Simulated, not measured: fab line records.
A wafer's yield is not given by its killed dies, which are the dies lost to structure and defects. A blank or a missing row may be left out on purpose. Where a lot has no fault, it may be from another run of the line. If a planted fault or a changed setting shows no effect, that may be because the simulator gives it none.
Chamber matching | flow gf180mcu | 4 sister chambers for GF_V1_CMP_26 on cmp-02
The step polishes, stops on SiO2, t overpolish 15 s, target thk 0 nm. 14 wafers are shown with their chamber, then 7 later ones without.

## WAFERS PAIRED WITH THEIR CHAMBERS
wafer  | chamber | motor current A (A)
L744.1 | 3       | 11.1
L744.2 | 1       | 9.3
L744.4 | 2       | 10.6
L759.2 | 2       | 10.7
L759.4 | 3       | 10.9
L759.6 | 1       | 9.4
L760.2 | 0       | 12.1
L760.5 | 3       | 10.6
L760.6 | 2       | 9.8
L763.1 | 1       | 9.7
L763.3 | 3       | 10.8
L763.4 | 0       | 12.0
L764.2 | 3       | 10.6
L764.3 | 1       | 9.8

SIGNATURES (averages over the wafers above)
reading         | chamber 0 | chamber 1 | chamber 2 | chamber 3 | scatter within a chamber
motor current A | 12.050    | 9.550     | 10.367    | 10.800    | 0.29
Rule: a wafer lies at a distance from a chamber equal to the root of the sum of squares, over the readings, of (its reading less the chamber's mean, divided by the reading's scatter). The wafer belongs to the nearest chamber; if the next one is less than 2 further off, it can't be placed. The scatter: the root of (the sum of the squares of (reading less its chamber's mean) over the shown wafers, divided by (wafers less chambers)).

## WAFERS WITHOUT THEIR CHAMBER
wafer  | motor current A (A)
L764.4 | 10.6
L765.2 | 10.7
L765.3 | 10.3
L765.5 | 10.2
L767.1 | 11.9
L767.2 | 10.7
L767.6 | 12.3

## CHAMBER TAKEN BY EACH
wafer  | from the rows above          | in truth
L764.4 | can't be placed: 3 or 2      | 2
L765.2 | can't be placed: 3 or 2      | 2
L765.3 | can't be placed: 2 or 3      | 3
L765.5 | can't be placed: 2 or 3 or 1 | 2
L767.1 | 0                            | 0
L767.2 | can't be placed: 3 or 2      | 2
L767.6 | 0                            | 0
Correctly placed: 2 of 7. Can't be placed from these rows: 5 (the true chamber is among the candidates in 5). 0 placed wrongly.
